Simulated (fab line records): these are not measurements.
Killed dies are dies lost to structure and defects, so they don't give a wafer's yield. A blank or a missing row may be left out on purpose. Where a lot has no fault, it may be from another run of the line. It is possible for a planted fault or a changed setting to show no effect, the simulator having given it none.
Chamber matching || flow sky130 || SKY_PASSIVATION_CVD_00 on pecvd-03: 3 sister chambers
The step deposits SiO2, target thk 90 nm. 6 wafers are shown with their chamber, then 7 later ones without.

WAFERS, EACH WITH ITS CHAMBER
{"wafer": "L208.4", "chamber": 2, "heater-power-outer-w (W)": 412, "heater-power-w (W)": 615}
{"wafer": "L211.6", "chamber": 1, "heater-power-outer-w (W)": 375, "heater-power-w (W)": 674}
{"wafer": "L212.3", "chamber": 2, "heater-power-outer-w (W)": 497, "heater-power-w (W)": 747}
{"wafer": "L214.5", "chamber": 1, "heater-power-outer-w (W)": 441, "heater-power-w (W)": 803}
{"wafer": "L227.3", "chamber": 0, "heater-power-outer-w (W)": 456, "heater-power-w (W)": 802}
{"wafer": "L227.4", "chamber": 0, "heater-power-outer-w (W)": 324, "heater-power-w (W)": 628}

WAFERS WITH NO CHAMBER GIVEN
{"wafer": "L227.5", "heater-power-outer-w (W)": 484, "heater-power-w (W)": 708}
{"wafer": "L229.1", "heater-power-outer-w (W)": 397, "heater-power-w (W)": 705}
{"wafer": "L229.3", "heater-power-outer-w (W)": 429, "heater-power-w (W)": 797}
{"wafer": "L229.4", "heater-power-outer-w (W)": 396, "heater-power-w (W)": 696}
{"wafer": "L230.3", "heater-power-outer-w (W)": 444, "heater-power-w (W)": 785}
{"wafer": "L230.4", "heater-power-outer-w (W)": 499, "heater-power-w (W)": 723}
{"wafer": "L230.6", "heater-power-outer-w (W)": 454, "heater-power-w (W)": 804}

EACH ONE'S CHAMBER
{"wafer": "L227.5", "from the rows above": "can't be placed: 2 or 1 or 0", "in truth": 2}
{"wafer": "L229.1", "from the rows above": "can't be placed: 0 or 1 or 2", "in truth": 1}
{"wafer": "L229.3", "from the rows above": "can't be placed: 1 or 0 or 2", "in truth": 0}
{"wafer": "L229.4", "from the rows above": "can't be placed: 0 or 1 or 2", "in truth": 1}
{"wafer": "L230.3", "from the rows above": "can't be placed: 1 or 2 or 0", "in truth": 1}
{"wafer": "L230.4", "from the rows above": "can't be placed: 2 or 1 or 0", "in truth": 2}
{"wafer": "L230.6", "from the rows above": "can't be placed: 1 or 2 or 0", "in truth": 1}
Placed correctly: 0 of 7. From these rows, 7 cannot be placed; in 7 the true chamber is one of the candidates. Number placed wrongly: 0.
How it was worked out, from the rows above alone: a wafer's distance from a chamber is the root of the sum, over the readings, of the square of ((its reading less the chamber's mean) divided by the reading's scatter). If the next closest chamber is less than 2 further off than the closest, the wafer can't be placed; otherwise it belongs to the closest. The mean given for a chamber averages the wafers shown for that chamber. The scatter: take each reading less its chamber's mean, square it, sum over the shown wafers, divide by the number of wafers less the number of chambers, and take the root.
